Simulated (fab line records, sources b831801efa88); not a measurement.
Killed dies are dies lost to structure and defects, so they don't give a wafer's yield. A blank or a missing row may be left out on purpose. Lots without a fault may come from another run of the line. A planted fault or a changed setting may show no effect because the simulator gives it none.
Which tool did it? | flow gf180mcu | 12 lots, 35 wafers sampled, at 5 steps of a route of 602

WHAT THE GAUGES READ, wafer by wafer
GF_TOP_METAL_THK_MEAS_06: measures by xrf. Usual: TOP_METAL_ALCU_THK 913 nm, standard deviation 12.
lot  | measured     | on            | TOP_METAL_ALCU_THK (nm) | flag
L884 | day 27 14:46 | film_metro-03 | 916 921 919             |
L888 | day 28 19:47 | film_metro-03 | 922 913 913             |
L887 | day 29 00:04 | film_metro-02 | 921 931 926             |
L890 | day 29 13:41 | film_metro-02 | 910 927 916             |
L891 | day 29 23:29 | film_metro-03 | 902 923 914             |
L892 | day 30 05:45 | film_metro-02 | 912 916                 |
L896 | day 31 04:26 | film_metro-04 | 906 898 900             |
L897 | day 31 08:52 | film_metro-04 | 894 892 896             |
L900 | day 32 04:32 | film_metro-02 | 932 908 924             |
L901 | day 32 11:58 | film_metro-03 | 914 907 915             |
L903 | day 32 19:46 | film_metro-03 | 913 919 914             |
L904 | day 33 04:33 | film_metro-04 | 899 921 910             |

GF_PASSIVATION_THK_MEAS_03. Usual: PASSIVATION_CVD_02_THK 704 nm, standard deviation 9.9.
lot  | measured     | on            | PASSIVATION_CVD_02_THK (nm) | flag
L884 | day 28 11:34 | film_metro-02 | 686 692 716                 |
L888 | day 29 15:20 | film_metro-02 | 706 679 690                 |
L887 | day 29 20:12 | film_metro-01 | 707 712 706                 |
L890 | day 30 09:25 | film_metro-01 | 698 707 690                 |
L891 | day 30 18:25 | film_metro-02 | 687 699 698                 |
L892 | day 31 01:20 | film_metro-04 | 700 777                     | OFF
L896 | day 31 22:55 | film_metro-04 | 706 705 704                 |
L897 | day 32 03:45 | film_metro-02 | 696 705 707                 |
L900 | day 32 22:23 | film_metro-04 | 701 707 711                 |
L901 | day 33 04:50 | film_metro-02 | 703 709 716                 |
L903 | day 33 12:22 | film_metro-01 | 695 700 701                 |
L904 | day 33 21:14 | film_metro-01 | 692 710 722                 |

WHICH TOOL RAN EACH LOT (tool, then ch and the chambers of the sampled wafers, then the start)
lot  | GF_TOP_METAL_SPUTTER_01      | GF_TOP_METAL_SPUTTER_03      | GF_PASSIVATION_CVD_02
L884 | pvd_sputter-03, day 27 14:31 | pvd_sputter-03, day 27 14:36 | pecvd-01 ch 0,1,2, day 28 11:17
L888 | pvd_sputter-03, day 28 19:33 | pvd_sputter-03, day 28 19:38 | pecvd-03 ch 0,1,2, day 29 15:03
L887 | pvd_sputter-03, day 28 23:49 | pvd_sputter-03, day 28 23:54 | pecvd-02 ch 0,1,2, day 29 19:55
L890 | pvd_sputter-03, day 29 13:26 | pvd_sputter-03, day 29 13:31 | pecvd-01 ch 0,1,2, day 30 09:08
L891 | pvd_sputter-02, day 29 23:14 | pvd_sputter-02, day 29 23:19 | pecvd-03 ch 0,2, day 30 18:07
L892 | pvd_sputter-02, day 30 05:29 | pvd_sputter-02, day 30 05:34 | pecvd-03 ch 0,2, day 31 01:02
L896 | pvd_sputter-02, day 31 04:11 | pvd_sputter-02, day 31 04:16 | pecvd-01 ch 0,1, day 31 22:29
L897 | pvd_sputter-02, day 31 08:37 | pvd_sputter-02, day 31 08:41 | pecvd-01 ch 0,1, day 32 03:28
L900 | pvd_sputter-01, day 32 04:18 | pvd_sputter-01, day 32 04:22 | pecvd-01 ch 0,1,2, day 32 22:04
L901 | pvd_sputter-02, day 32 11:43 | pvd_sputter-02, day 32 11:47 | pecvd-01 ch 0,1,2, day 33 04:34
L903 | pvd_sputter-02, day 32 19:31 | pvd_sputter-02, day 32 19:35 | pecvd-01 ch 0,2, day 33 12:04
L904 | pvd_sputter-03, day 33 04:18 | pvd_sputter-03, day 33 04:22 | pecvd-01 ch 0,1,2, day 33 20:56
- GF_TOP_METAL_SPUTTER_01: material TiN, target thk 30 nm, time 25 s.
- GF_TOP_METAL_SPUTTER_03: material Ti, target thk 5 nm, time 3.3 s.
- GF_PASSIVATION_CVD_02: deposits Si3N4, target thk 700 nm, time 486.18 s.

WHAT THE TOOLS THEMSELVES READ (means of the sampled wafers that have a number; where no wafer has one, the mark that the record gives instead)
GF_TOP_METAL_SPUTTER_01. Usual: cathode_dc_power_W 6500.1 W, standard deviation 1.1; throttle_valve_pct 30.2 %, standard deviation 0.77.
lot  | tool           | cathode_dc_power_W (W) | throttle_valve_pct (%) | flag
L884 | pvd_sputter-03 | 6500.1                 | 30.2                   |
L888 | pvd_sputter-03 | 6500.2                 | 30.5                   |
L887 | pvd_sputter-03 | 6500.2                 | 30.7                   |
L890 | pvd_sputter-03 | 6501.5                 | 30.6                   |
L891 | pvd_sputter-02 | 6501.3                 | 30.1                   |
L892 | pvd_sputter-02 | 6500.5                 | 29.1                   |
L896 | pvd_sputter-02 | 6500.7                 | 30.5                   |
L897 | pvd_sputter-02 | 6499.6                 | 29.8                   |
L900 | pvd_sputter-01 | 6498.9                 | 30.5                   |
L901 | pvd_sputter-02 | 6499.7                 | 29.9                   |
L903 | pvd_sputter-02 | 6500.2                 | 29.8                   |
L904 | pvd_sputter-03 | 6500.6                 | 30.5                   |

GF_TOP_METAL_SPUTTER_03. Usual: cathode_dc_power_W 3000.0 W, standard deviation 0.57; substrate_temp_c 300.01 C, standard deviation 0.21; throttle_valve_pct 30.2 %, standard deviation 0.77.
lot  | tool           | cathode_dc_power_W (W) | substrate_temp_c (C) | throttle_valve_pct (%) | flag
L884 | pvd_sputter-03 | 3000.0                 | 300.01               | 30.2                   |
L888 | pvd_sputter-03 | 3000.7                 | 300.11               | 30.4                   |
L887 | pvd_sputter-03 | 2999.5                 | 300.19               | 30.6                   |
L890 | pvd_sputter-03 | 3000.0                 | 300.04               | 30.6                   |
L891 | pvd_sputter-02 | 3000.5                 | 299.73               | 30.2                   |
L892 | pvd_sputter-02 | 2999.4                 | 299.99               | 29.2                   |
L896 | pvd_sputter-02 | 3000.0                 | 300.21               | 30.5                   |
L897 | pvd_sputter-02 | 2999.6                 | 300.12               | 29.9                   |
L900 | pvd_sputter-01 | 3000.4                 | 300.16               | 30.5                   |
L901 | pvd_sputter-02 | 2999.7                 | 300.01               | 30.0                   |
L903 | pvd_sputter-02 | 2999.6                 | 300.00               | 29.9                   |
L904 | pvd_sputter-03 | 2999.5                 | 300.09               | 30.4                   |

GF_PASSIVATION_CVD_02. Usual: heater_power_w 702 W, standard deviation 92.
lot  | tool     | heater_power_w (W) | flag
L884 | pecvd-01 | 684                |
L888 | pecvd-03 | 820                |
L887 | pecvd-02 | 707                |
L890 | pecvd-01 | 672                |
L891 | pecvd-03 | 845                |
L892 | pecvd-03 | 788                |
L896 | pecvd-01 | 671                |
L897 | pecvd-01 | 705                |
L900 | pecvd-01 | 669                |
L901 | pecvd-01 | 665                |
L903 | pecvd-01 | 648                |
L904 | pecvd-01 | 697                |

THE ANSWER, worked out from the rows above alone
Rule: a lot is off if the mean of its wafers that have a number lies more than 3 standard deviations from the usual mean. A lot without any number at a reading at which 4 lots or more have one is off too. The other lots that the step has rows for count as sound. The gauges are gone through in route order, then the tools' own readings, and for those a lot's mean is taken as printed above. The first step at which some lot is off is used, and at that step the reading that is off furthest; a lot without a number counts as furthest.
Off: L892, at GF_PASSIVATION_THK_MEAS_03 (PASSIVATION_CVD_02_THK).
A tool fits if, at a process step before that reading, it ran every lot that is off, and no sound lot after the first of them. The gauges at GF_PASSIVATION_THK_MEAS_03 are tried like those tools. One fits: pecvd-03 at GF_PASSIVATION_CVD_02. Its last sound lot is L891 (day 30 18:07), its first lot that is off L892 (day 31 01:02): a fault that began between those two fits.

WHAT THE SIMULATOR HAD PUT IN
Process parameter drift: pecvd-03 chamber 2, from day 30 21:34 on, at GF_PASSIVATION_CVD_02. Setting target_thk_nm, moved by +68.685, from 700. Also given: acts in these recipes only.
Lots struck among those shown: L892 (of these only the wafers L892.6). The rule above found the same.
